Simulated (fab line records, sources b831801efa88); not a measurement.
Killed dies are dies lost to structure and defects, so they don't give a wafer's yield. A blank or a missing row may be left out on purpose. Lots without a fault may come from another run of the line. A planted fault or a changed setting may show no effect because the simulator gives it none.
Tool commonality check | flow gf180mcu | 12 lots, 42 wafers sampled

WHY IT WAS OPENED
At GF_PSD_RS_MEAS_15 the reading PSD_RS is flagged on 2 of 12 lots. Wafers without a fault read 108.7 ohm/sq, standard deviation 0.32.
Rule: a lot is flagged when every wafer of it that has a number lies more than 4 standard deviations from that mean, or none has a number. The other lots count as sound.

lot  | measured     | on            | PSD_RS (ohm/sq), wafer by wafer     | flag
L243 | day 15 12:21 | film_metro-03 | 108.4 108.2 108.6                   |
L245 | day 15 21:56 | film_metro-01 | 109.0 108.8 108.8                   |
L246 | day 16 09:15 | film_metro-01 | 111.9 111.9 112.0 112.0 111.8 112.0 | FLAGGED
L247 | day 16 19:31 | film_metro-04 | 111.1 111.0 111.0 111.1 111.0 111.0 | FLAGGED
L248 | day 16 22:34 | film_metro-01 | 109.2 108.7 108.8                   |
L255 | day 19 16:28 | film_metro-01 | 109.0 108.9 108.7                   |
L256 | day 19 19:23 | film_metro-04 | 108.7 108.9 108.9                   |
L257 | day 20 02:23 | film_metro-01 | 109.0 109.0 109.2                   |
L258 | day 20 11:12 | film_metro-04 | 108.8 108.7 108.6                   |
L259 | day 20 21:47 | film_metro-01 | 108.4 108.5 108.5                   |
L260 | day 21 07:26 | film_metro-04 | 108.3 108.6 108.8                   |
L262 | day 22 00:01 | film_metro-04 | 108.6 108.4 108.8                   |
The numbers of the flagged lots are 111.5 ohm/sq on average: +2.8 ohm/sq against the usual, or +9 standard deviations.

WHICH TOOL RAN EACH LOT
The record holds 2 process steps before the reading, out of a route of 602 steps. In each cell: the tool, then ch and the chambers that the sampled wafers went through, then the start.
lot  | flag    | GF_PSD_IMPLANT_09               | GF_PSD_STRIP_10
L243 |         | implanter-01 ch 0, day 15 11:47 | plasma_asher-04 ch 0,1, day 15 11:56
L245 |         | implanter-01 ch 0, day 15 21:23 | plasma_asher-04 ch 0,1, day 15 21:31
L246 | FLAGGED | implanter-01 ch 0, day 16 08:41 | plasma_asher-01 ch 0,1, day 16 08:50
L247 | FLAGGED | implanter-01 ch 0, day 16 18:56 | plasma_asher-01 ch 0, day 16 19:04
L248 |         | implanter-04 ch 0, day 16 22:01 | plasma_asher-04 ch 0,1, day 16 22:08
L255 |         | implanter-01 ch 0, day 19 15:55 | plasma_asher-04 ch 0,1, day 19 16:02
L256 |         | implanter-04 ch 0, day 19 18:46 | plasma_asher-04 ch 0,1, day 19 18:55
L257 |         | implanter-04 ch 0, day 20 01:44 | plasma_asher-03 ch 0,1, day 20 01:53
L258 |         | implanter-01 ch 0, day 20 10:35 | plasma_asher-01 ch 0,1, day 20 10:44
L259 |         | implanter-01 ch 0, day 20 21:14 | plasma_asher-04 ch 0,1, day 20 21:22
L260 |         | implanter-03 ch 0, day 21 06:53 | plasma_asher-01 ch 0,1, day 21 07:01
L262 |         | implanter-01 ch 0, day 21 23:28 | plasma_asher-01 ch 0,1, day 21 23:37
What these steps do:
- GF_PSD_IMPLANT_09
- GF_PSD_STRIP_10: strips in O2/N2.
- GF_PSD_RS_MEAS_15: measures by four-point-probe.

FLAGGED OVER TOTAL, TOOL BY TOOL (the gauges that took the reading come last)
step              | tool            | lots run | flagged | share of the flagged lots | sound lots run after its first flagged lot
GF_PSD_IMPLANT_09 | implanter-01    | 8        | 2       | all                       | 4 (L255,L258,L259,L262)
GF_PSD_IMPLANT_09 | implanter-03    | 1        | 0       | none                      | -
GF_PSD_IMPLANT_09 | implanter-04    | 3        | 0       | none                      | -
GF_PSD_STRIP_10   | plasma_asher-01 | 5        | 2       | all                       | 3 (L258,L260,L262)
GF_PSD_STRIP_10   | plasma_asher-03 | 1        | 0       | none                      | -
GF_PSD_STRIP_10   | plasma_asher-04 | 6        | 0       | none                      | -
GF_PSD_RS_MEAS_15 | film_metro-01   | 6        | 1       | some                      | 4 (L248,L255,L257,L259)
GF_PSD_RS_MEAS_15 | film_metro-03   | 1        | 0       | none                      | -
GF_PSD_RS_MEAS_15 | film_metro-04   | 5        | 1       | some                      | 4 (L256,L258,L260,L262)

WHAT THE TABLE ALLOWS
2 rows of the table ran every flagged lot: implanter-01 at GF_PSD_IMPLANT_09, plasma_asher-01 at GF_PSD_STRIP_10.
- implanter-01 at GF_PSD_IMPLANT_09: 2 of its 8 lots flagged. Sound lots ran on it after the first flagged one (L255, L258, L259, L262), which a lasting fault on the whole tool wouldn't allow. Its own readings lie more than 4 standard deviations out on every wafer of the flagged lots: beam_energy_keV.
- plasma_asher-01 at GF_PSD_STRIP_10: 2 of its 5 lots flagged. Sound lots ran on it after the first flagged one (L258, L260, L262), which a lasting fault on the whole tool wouldn't allow. Its own readings lie more than 4 standard deviations out on every wafer of the flagged lots: strip_time_to_endpoint_s.
No row of the table ran every flagged lot and no sound lot after the first.

WHAT THE SIMULATOR HAD PUT IN
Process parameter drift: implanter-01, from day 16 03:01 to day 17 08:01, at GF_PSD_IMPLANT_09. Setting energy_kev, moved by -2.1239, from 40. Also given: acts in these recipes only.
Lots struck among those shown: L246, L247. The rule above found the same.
